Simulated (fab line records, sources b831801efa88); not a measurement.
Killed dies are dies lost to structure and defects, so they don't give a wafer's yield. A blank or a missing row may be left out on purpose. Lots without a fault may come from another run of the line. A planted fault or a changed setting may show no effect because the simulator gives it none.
A struck lot beside a sound one | flow sky130 | 44 steps out of a route of 708
Sound: wafers L792.1, L792.3, L792.4. Struck: wafer L803.6. (L803.2, L803.5 of the same lot were not struck and are left out.) The cause comes at the end.
At each step with rows: each side's tool, then ch and its chambers, then its first start. Under that, the readings that differ: sound wafers | struck wafers | difference of the means | sigmas: that difference in standard deviations of wafers without a fault.
alike: readings whose means differ by less than 2 such deviations, and words and numbers that are the same on both sides. not compared: withheld readings, readings that some wafer has no value for, bounds like >300 that may hide the same value, and numbers for which the record gives no deviation and whose values overlap.
The two part at a step that has a row with sigmas, a row that says differs or no value, or rows on one side only. Numbers that don't overlap but have no deviation are shown without sigmas and don't part them. A reading that every wafer of one side lacks parts them only if that side has two wafers or more.

SKY_METAL4_CD_MEAS_13: target cd 300 nm.
  sound on cd_sem-01, day 42 23:50; struck on cd_sem-01, day 45 17:17
  alike: cd_nm
SKY_METAL4_OVL_MEAS_14:
  sound on overlay-02, day 42 23:57; struck on overlay-01, day 45 17:23
  alike: METAL4_OVL
then, 3 steps without rows for these wafers: SKY_METAL4_DESCUM_15 (chemistry O2, time 8 s); SKY_METAL4_ETCH_16 (etches BARC in N2/H2, stops on SiO2, time 88.2 s, target depth 60 nm); SKY_METAL4_ETCH_17 (etches SiO2 in C4F8/O2/Ar, stops on TiN, time 3.9 s, target depth 15 nm).
SKY_METAL4_METAL_ETCH_18: etches the open film in Cl2/BCl3, stops on SiO2, target depth 845 nm, time 183.1 s.
  sound on rie_metal-04 ch 0,1, day 43 00:08; struck on rie_metal-04 ch 0, day 45 17:34
  alike: bcl3_flow_sccm, drypump_motor_current_A, oes_product_au, throttle_valve_pct
  not compared: rf_hours_counter_h
then, 5 steps without rows for these wafers: SKY_METAL4_STRIP_19 (strips in O2/N2); SKY_METAL4_STRIP_20 (strips in post etch residue remover, time 1200 s); SKY_METAL4_CLEAN_21 (cleans in IPA, time 180 s); SKY_METAL4_CLEAN_22 (cleans in O3/DIW); SKY_VIA4_HDPCVD_00 (deposits SiO2, target thk 1750 nm, time 291.7 s).
SKY_VIA4_THK_MEAS_01:
  sound on film_metro-02, day 43 01:16; struck on film_metro-02, day 45 18:34
  alike: VIA4_HDPCVD_THK
SKY_VIA4_CMP_02: polishes SiO2.
  sound on cmp-02 ch 0,1,2, day 43 01:20; struck on cmp-02 ch 2, day 45 18:43
  reading                                  | sound             | struck | difference | sigmas
  motor_current_A (A)                      | 13.8 9.7 12.7     | 9.2    | -2.9       | -2
  platen_rpm (rpm)                         | 59.88 60.01 59.94 | 60.05  | +0.11      | +3
  model.SiO2_of_VIA4_HDPCVD_00.thk_nm (nm) | 580.6 578.9 581.1 | 638.6  | +58.4      |
SKY_VIA4_BOW_MEAS_03:
  sound on film_metro-01, day 43 01:38; struck on film_metro-04, day 45 18:56
  reading       | sound    | struck | difference | sigmas
  VIA4_BOW (um) | 76 81 73 | 93     | +16        | +2
then, 7 steps without rows for these wafers: SKY_VIA4_DEHYDRATE_04 (time 60 s); SKY_VIA4_HMDS_05 (prime time 60 s); SKY_VIA4_COAT_06 (resist thk 1140 nm); SKY_VIA4_SOFTBAKE_07 (time 60 s); SKY_VIA4_EXPOSE_08 (exposes mask VIM4, target cd 800 nm); SKY_VIA4_PEB_09; SKY_VIA4_DEVELOP_10 (develop time 60 s).
SKY_VIA4_OVL_MEAS_11:
  sound on overlay-02, day 44 00:42; struck on overlay-01, day 46 15:19
  alike: VIA4_OVL
SKY_VIA4_ETCH_12: etches SiO2 in C4F8/O2/Ar, stops on TiN, target depth 580 nm.
  sound on rie_diel-03 ch 0,1,2, day 44 00:44; struck on rie_diel-03 ch 1, day 46 15:20
  reading                          | sound             | struck | difference | sigmas
  oes_product_au (a.u.)            | 0.930 0.922 0.927 | 0.976  | +0.050     | +11
  model.VIA4.feature_depth_nm (nm) | 580.6 578.9 581.1 | 638.6  | +58.4      |
  model.etch.depth_nm (nm)         | 580.6 578.9 581.1 | 638.6  | +58.4      |
then, 6 steps without rows for these wafers: SKY_VIA4_STRIP_13 (strips in O2/N2); SKY_VIA4_STRIP_14 (strips in post etch residue remover, time 1200 s); SKY_VIA4_CLEAN_15 (cleans in IPA, time 180 s); SKY_VIA4_CLEAN_16 (cleans in O3/DIW); SKY_VIA4_SPUTTER_17 (material TiN, target thk 20 nm, time 80 s); SKY_VIA4_CVD_18 (deposits W, target thk 505 nm, time 152.14 s).
SKY_VIA4_RS_MEAS_19: measures by four-point-probe.
  sound on film_metro-02, day 44 01:37; struck on film_metro-04, day 46 16:22
  reading            | sound                | struck | difference | sigmas
  VIA4_W_RS (ohm/sq) | 0.2312 0.2314 0.2316 | 0.2253 | -0.0061    | -3
SKY_VIA4_THK_MEAS_20: measures by xrf.
  sound on film_metro-02, day 44 01:44; struck on film_metro-04, day 46 16:28
  alike: VIA4_W_THK
then, 1 step without rows for these wafers: SKY_VIA4_CMP_21 (polishes, stops on SiO2, t overpolish 25 s, target thk 0 nm).
SKY_METAL5_SPUTTER_00: material Ti, target thk 15 nm, time 10 s.
  sound on pvd_sputter-02, day 44 02:05; struck on pvd_sputter-02, day 46 16:59
  alike: cathode_dc_power_W, throttle_valve_pct
SKY_METAL5_SPUTTER_01: material TiN, target thk 20 nm, time 16.7 s.
  sound on pvd_sputter-02, day 44 02:07; struck on pvd_sputter-02, day 46 17:00
  alike: cathode_dc_power_W, throttle_valve_pct
SKY_METAL5_SPUTTER_02: material AlCu, target thk 1150 nm, time 61.2 s.
  sound on pvd_sputter-02, day 44 02:08; struck on pvd_sputter-02, day 46 17:02
  alike: cathode_dc_power_W, throttle_valve_pct
then, 1 step without rows for these wafers: SKY_METAL5_SPUTTER_03 (material Ti, target thk 5 nm, time 3.3 s).
SKY_METAL5_SPUTTER_04: material TiN, target thk 70 nm, time 58.3 s.
  sound on pvd_sputter-02, day 44 02:13; struck on pvd_sputter-02, day 46 17:05
  alike: cathode_dc_power_W, throttle_valve_pct
SKY_METAL5_RS_MEAS_05: measures by four-point-probe.
  sound on film_metro-03, day 44 02:16; struck on film_metro-04, day 46 17:10
  alike: METAL5_ALCU_RS
SKY_METAL5_THK_MEAS_06: measures by xrf.
  sound on film_metro-03, day 44 02:23; struck on film_metro-04, day 46 17:16
  alike: METAL5_ALCU_THK
then, 3 steps without rows for these wafers: SKY_METAL5_DEHYDRATE_07 (time 60 s); SKY_METAL5_HMDS_08 (prime time 60 s); SKY_METAL5_COAT_09 (resist thk 1800 nm).
SKY_METAL5_METAL_ETCH_15: etches the open film in Cl2/BCl3, stops on SiO2, target depth 1260 nm, time 252 s.
  sound on rie_metal-02 ch 0,1, day 45 01:02; struck on rie_metal-02 ch 1, day 47 13:24
  reading                                  | sound             | struck | difference | sigmas
  bcl3_flow_sccm (sccm)                    | 30.17 29.90 30.15 | 29.84  | -0.23      | -3
  model.SiO2_of_VIA4_HDPCVD_00.thk_nm (nm) | 550.8 548.1 551.2 | 608.4  | +58.4      |
  alike: drypump_motor_current_A, oes_product_au, throttle_valve_pct
  not compared: rf_hours_counter_h
SKY_PAD_OPEN_PROBE_99:
  sound on prober-01, day 46 22:08; struck on prober-02, day 49 08:14
  reading                       | sound            | struck | difference | sigmas
  model.etest.via4_chain.rc_ohm | 0.7851 0.8 0.751 | 1.271  | +0.492     |

WHERE THEY PART
First at SKY_VIA4_CMP_02; last, within this record, at SKY_METAL5_METAL_ETCH_15.

WHY: what the simulator had put in
Process parameter drift: cmp-02, from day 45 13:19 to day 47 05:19, at SKY_VIA4_CMP_02. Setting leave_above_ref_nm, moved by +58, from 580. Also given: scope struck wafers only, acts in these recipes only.
